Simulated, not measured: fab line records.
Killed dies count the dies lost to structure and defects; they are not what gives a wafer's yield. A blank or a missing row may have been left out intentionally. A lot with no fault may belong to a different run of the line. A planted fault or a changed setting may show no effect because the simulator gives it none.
What tool caused it? / flow sky130 / 27 wafers sampled from 9 lots at 1 step of a route of 708

## WHAT EACH GAUGE READ, for each wafer
SKY_CONTACT_CD_MEAS_14 targets a cd of 170 nm.
lot=L480; measured=day 31 16:32; on=cd-sem-01; cd-nm (nm)=170.3 169.5 169.7
lot=L484; measured=day 33 08:20; on=cd-sem-01; cd-nm (nm)=167.9 168.5 168.0
lot=L488; measured=day 34 03:46; on=cd-sem-02; cd-nm (nm)=171.6 171.7 171.3
lot=L490; measured=day 34 14:24; on=cd-sem-02; cd-nm (nm)=169.8 170.4 171.2
lot=L491; measured=day 35 11:14; on=cd-sem-01; cd-nm (nm)=170.3 169.3 168.2
lot=L492; measured=day 35 19:09; on=cd-sem-01; cd-nm (nm)=169.1 169.1 171.9
lot=L493; measured=day 36 01:11; on=cd-sem-02; cd-nm (nm)=170.2 172.1 171.2
lot=L500; measured=day 37 21:41; on=cd-sem-02; cd-nm (nm)=169.3 167.0 168.3
lot=L503; measured=day 38 17:41; on=cd-sem-01; cd-nm (nm)=168.5 169.9 169.8

## WHAT TOOL EACH LOT RAN ON (gives the tool, then ch and the chambers of the sampled wafers, and finally the start)
No process step before these readings appears in the record.

## THE ANSWER, worked out from the rows above alone
Rule: usual is defined by the lots themselves. The widest of any qualifying gaps counts: lots, ordered by their means at a reading, are off when they make up no more than a third of the lots, leave a main group of 4 or more, and stand apart from it by 3 or more times the standard deviation of that group's means. The tables above print the reading to a certain number of digits; a main group whose means all agree to those digits is not used. Also off: a lot with no number at a reading for which 4 or more lots have one. Any other lot the step has rows for is counted as sound.
Across all readings shown, no lot is off: no conclusion can be drawn from this.

## WHAT THE SIMULATOR HAD INSERTED
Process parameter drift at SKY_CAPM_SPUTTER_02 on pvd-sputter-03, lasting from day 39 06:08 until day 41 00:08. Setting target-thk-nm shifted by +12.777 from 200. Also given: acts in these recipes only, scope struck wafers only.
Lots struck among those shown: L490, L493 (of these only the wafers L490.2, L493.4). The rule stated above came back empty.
